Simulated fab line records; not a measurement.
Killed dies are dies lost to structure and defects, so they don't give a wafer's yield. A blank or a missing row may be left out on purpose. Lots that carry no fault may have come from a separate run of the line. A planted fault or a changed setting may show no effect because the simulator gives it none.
Comparing a struck lot with a sound one | flow sfq-line | 20 out of 325 route steps
Sound: wafers L445.2, L445.3, L445.5. Wafers struck: L457.1, L457.4, L457.6. The cause is given at the end.
At each step with rows: each side's tool, then ch and its chambers, then its first start. Under that, the readings that differ: sound wafers | struck wafers | difference of the means | sigmas: that difference in standard deviations of wafers without a fault.
alike: a reading whose means differ by less than 2 such deviations, as well as words and numbers matching on both sides. not compared: withheld readings; readings where some wafer has no value; bounds like >300 that might hide an equal value; numbers whose values overlap and for which the record gives no deviation.
The two part at a step that has a row with sigmas, a row that says differs or no value, or rows on one side only. When numbers do not overlap yet have no deviation, they are printed without sigmas and do not part them. A reading that every wafer of one side lacks parts them only if that side has two wafers or more.

first, 2 steps without rows for these wafers: SFQ_TRILAYER_I1_VIA_LITHO_PEB_052 (peb time 60 s); SFQ_TRILAYER_I1_VIA_LITHO_DEVELOP_051 (time 60 s).
SFQ_I1_OVL_MEAS_913:
  struck on overlay-01, day 30 14:49; sound on overlay-01, day 26 19:50
  alike: I1_OVL
SFQ_TRILAYER_I1_VIA_BARC_OPEN_VIA_ETCH_071: etches BARC in O2, target depth 125 nm, time 41.7 s.
  sound on rie-diel-01 ch 0,3, day 26 19:52; struck on rie-diel-02 ch 0,1, day 30 14:52
  alike: drypump-motor-current-A, oes-product-au
  not compared: rf-hours-counter-h
SFQ_TRILAYER_I1_VIA_ETCH_VIA_ETCH_052: etches SiO2 in CHF3, stops on Nb, target depth 260 nm.
  sound on rie-diel-01 ch 0,3, day 26 19:54; struck on rie-diel-02 ch 0,1, day 30 14:54
  alike: drypump-motor-current-A, oes-product-au
SFQ_TRILAYER_I1_VIA_STRIP_STRIP_053: strips in O2.
  sound on rie-metal-01 ch 0, day 26 20:01; struck on rie-metal-01 ch 0,1, day 30 15:01
  alike: drypump-motor-current-A, oes-product-au
  not compared: rf-hours-counter-h
then, 2 steps without rows for these wafers: SFQ_TRILAYER_I1_VIA_STRIP_SOLV_CLEAN_054 (cleans in NMP, time 600 s); SFQ_TRILAYER_M2_DEP_PRE_CLEAN_056 (time 22.5 s).
SFQ_TRILAYER_M2_DEP_SPUTTER_055: material Nb, target thk 200 nm, time 133.3 s.
  struck on pvd-sputter-03, day 30 15:49; sound on pvd-sputter-06, day 26 20:49
  alike: throttle-valve-pct
SFQ_M2_RS_MEAS_914: uses a four-point probe to measure.
  struck on film-metro-03, day 30 15:55; sound on film-metro-02, day 26 20:56
  alike: M2_NB_RS
then, 1 step without rows for these wafers: SFQ_TRILAYER_M2_LITHO_COAT_062 (resist thk 62 nm).
SFQ_TRILAYER_M2_LITHO_COAT_057: resist thk 600 nm.
  sound on litho-track-04 ch 0, day 26 21:26; struck on litho-track-04 ch 0, day 30 16:23
  reading                                             | sound             | struck            | difference | sigmas
  model.KrF_of_TRILAYER_M2_LITHO_COAT_057.thk-nm (nm) | 600.9 601.1 601.6 | 587.1 584.8 588.4 | -14.4      |
then, 4 steps without rows for these wafers: SFQ_TRILAYER_M2_LITHO_SOFTBAKE_061; SFQ_TRILAYER_M2_LITHO_EXPOSE_058 (exposes mask M2, target cd 500 nm); SFQ_TRILAYER_M2_LITHO_PEB_060 (peb time 60 s); SFQ_TRILAYER_M2_LITHO_DEVELOP_059 (time 60 s).
SFQ_M2_OVL_MEAS_916:
  struck on overlay-01, day 30 18:52; sound on overlay-02, day 26 23:44
  reading     | sound | struck    | difference | sigmas
  M2_OVL (nm) | 5 6 2 | -9 -11 -5 | -13        | -3
SFQ_TRILAYER_M2_BARC_OPEN_METAL_ETCH_077: etches BARC in O2, target depth 125 nm, time 41.7 s.
  sound on rie-metal-03 ch 0,1, day 26 23:46; struck on rie-metal-04 ch 0,1, day 30 18:54
  alike: drypump-motor-current-A, oes-product-au
  not compared: rf-hours-counter-h
SFQ_TRILAYER_M2_ETCH_METAL_ETCH_060: etches Nb in Cl2/Ar, stops on SiO2, target depth 240 nm, time 120 s.
  sound on rie-metal-03 ch 0,1, day 26 23:49; struck on rie-metal-04 ch 0,1, day 30 18:58
  reading                                             | sound             | struck          | difference | sigmas
  model.KrF_of_TRILAYER_M2_LITHO_COAT_057.thk-nm (nm) | 382.3 382.3 385.8 | 369.3 364 368.7 | -16.1      |
  alike: drypump-motor-current-A, oes-product-au
  not compared: rf-hours-counter-h
then, 1 step without rows for these wafers: SFQ_TRILAYER_M2_STRIP_STRIP_061 (strips in O2).

WHERE THEY PART
Within this record, at SFQ_M2_OVL_MEAS_916 only. Later steps at which nothing parts them and some readings are alike: SFQ_TRILAYER_M2_BARC_OPEN_METAL_ETCH_077, SFQ_TRILAYER_M2_ETCH_METAL_ETCH_060.

WHY: what the simulator had put in
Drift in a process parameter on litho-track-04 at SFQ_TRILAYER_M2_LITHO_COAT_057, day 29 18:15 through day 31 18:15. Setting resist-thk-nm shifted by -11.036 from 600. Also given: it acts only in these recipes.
